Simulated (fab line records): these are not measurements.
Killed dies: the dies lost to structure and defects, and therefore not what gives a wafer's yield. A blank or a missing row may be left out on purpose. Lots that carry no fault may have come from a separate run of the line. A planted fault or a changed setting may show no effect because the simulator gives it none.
A struck lot beside a sound one    flow sky130    15 out of 708 route steps
Sound: wafers L716.3, L716.4, L716.6. The struck wafers were L730.1, L730.2, L730.4. The cause comes at the end.
Per side, at each step with rows, come the tool, then ch with its chambers, and then its first start. Under that, the readings that differ: sound wafers    struck wafers    difference of the means    sigmas: that difference in standard deviations of wafers without a fault.
alike: same words and numbers on both sides, and readings whose means sit less than 2 such deviations apart. not compared: any withheld reading, any reading some wafer has no value for, any bound like >300 that may hide the same value, and any number with overlapping values for which the record gives no deviation.
A row with sigmas, a row that says differs or no value, or rows on one side alone: a step with any of these is where the two part. Numbers that don't overlap but have no deviation are shown without sigmas and don't part them. A reading that every wafer of one side lacks parts them only if that side has two wafers or more.

SKY_VT_ADJUST_PCH_TW_MEAS_10:
  sound: film-metro-01 at day 11 04:38; struck: film-metro-01 at day 15 19:37
  alike: VT_ADJUST_PCH_TW
then, 7 steps without rows for these wafers: SKY_SONOS_TUNNEL_DEHYDRATE_00 (time 60 s); SKY_SONOS_TUNNEL_HMDS_01 (prime time 60 s); SKY_SONOS_TUNNEL_COAT_02 (resist thk 1140 nm); SKY_SONOS_TUNNEL_SOFTBAKE_03 (time 60 s); SKY_SONOS_TUNNEL_EXPOSE_04 (exposes mask TUNM, target cd 410 nm); SKY_SONOS_TUNNEL_PEB_05; SKY_SONOS_TUNNEL_DEVELOP_06 (develop time 60 s).
SKY_SONOS_TUNNEL_CD_MEAS_07: the cd target is 410 nm.
  sound: cd-sem-02 at day 12 03:47; struck: cd-sem-02 at day 16 22:42
  alike: cd-nm
SKY_SONOS_TUNNEL_OVL_MEAS_08:
  sound: overlay-02 at day 12 03:53; struck: overlay-02 at day 16 22:49
  alike: SONOS_TUNNEL_OVL
then, 2 steps without rows for these wafers: SKY_SONOS_TUNNEL_IMPLANT_09; SKY_SONOS_TUNNEL_WET_ETCH_10 (etches SiO2 in dHF, target depth 14 nm, time 280 s).
SKY_SONOS_TUNNEL_STRIP_11: strips in SPM, time 600 s.
  sound on wet-bench-03 ch 2, day 12 04:08; struck on wet-bench-03 ch 2, day 16 23:07
  no value came back on the struck wafers for bath-guard-temp-C (C), bath-heat-duty-pct (%); on the sound wafers bath-guard-temp-C (C) reads 129.0 128.8 128.8
reading                                            sound  struck          difference  sigmas
model.NOVOLAK_of_SONOS_TUNNEL_COAT_02.thk-nm (nm)  0 0 0  1142 1142 1140  +1141       
SKY_SONOS_TUNNEL_TW_MEAS_12:
  sound: film-metro-03 at day 12 04:20; struck: film-metro-01 at day 16 23:18
  alike: SONOS_TUNNEL_TW
-- here the record skips 33 days between the struck wafers' starts before and after, leaving off in module SONOS_TUNNEL and picking up in module PAD_OPEN (first step shown: number 708 of the route) --
SKY_PAD_OPEN_PROBE_99:
  sound: prober-02 at day 46 19:18; struck: prober-02 at day 49 22:35
reading              sound     struck       difference  sigmas
killed-at-front-end  6 7 14    425 417 422  +412        +82
killed-dies          71 80 80  492 492 492  +415        +45
killed-on-rim        15 11 13  96 96 96     +83         +22
killed-short         26 38 33  46 48 40     +12         +2
  alike: killed_at_M0_to_M3, killed_at_M4_up, killed-at-contacts, killed-at-other, killed-open

## WHERE THEY PART
Last at SKY_PAD_OPEN_PROBE_99 as far as this record goes, first at SKY_SONOS_TUNNEL_STRIP_11.

WHY: the cause the simulator had injected
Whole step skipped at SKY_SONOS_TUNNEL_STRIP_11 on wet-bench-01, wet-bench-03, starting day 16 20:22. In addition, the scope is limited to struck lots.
